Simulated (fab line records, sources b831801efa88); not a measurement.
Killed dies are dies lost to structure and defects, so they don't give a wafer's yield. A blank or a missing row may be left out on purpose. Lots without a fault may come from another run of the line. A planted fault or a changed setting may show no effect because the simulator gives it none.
Chamber matching | flow sky130 | SKY_PAD_OPEN_ETCH_07 on rie_diel-01: 4 sister chambers
The step etches the open film in CF4/O2, stops on AlCu, target depth 725 nm, time 161.1 s. 4 wafers are shown with their chamber, then 9 later ones without.

WAFERS WITH THEIR CHAMBER
wafer  | chamber | drypump_motor_current_A (A)
L087.1 | 1       | 6.34
L093.3 | 2       | 5.68
L093.5 | 3       | 5.91
L093.6 | 0       | 6.12

WAFERS WITHOUT THEIR CHAMBER
wafer  | drypump_motor_current_A (A)
L092.1 | 6.13
L092.4 | 5.90
L092.5 | 5.68
L096.3 | 5.61
L096.4 | 6.35
L096.5 | 5.64
L097.1 | 5.65
L097.2 | 6.11
L097.5 | 6.38

WHICH CHAMBER EACH WENT THROUGH
wafer  | from the rows above | in truth
L092.1 | 0                   | 0
L092.4 | 3                   | 3
L092.5 | 2                   | 2
L096.3 | 2                   | 2
L096.4 | 1                   | 1
L096.5 | 2                   | 2
L097.1 | 2                   | 2
L097.2 | 0                   | 0
L097.5 | 1                   | 1
Placed correctly: 9 of 9. Can't be placed from these rows: 0. Placed wrongly: 0.
How it was worked out, from the rows above alone: a wafer's distance from a chamber is the root of the sum, over the readings, of the square of ((its reading less the chamber's mean) divided by the reading's scatter). The wafer belongs to the nearest chamber; if the next one is less than 2 further off, it can't be placed. A chamber's mean is the mean of its shown wafers. The scatter: with one shown wafer a chamber, the root of the mean of the squares of how far each hidden wafer lies from its nearest shown one.
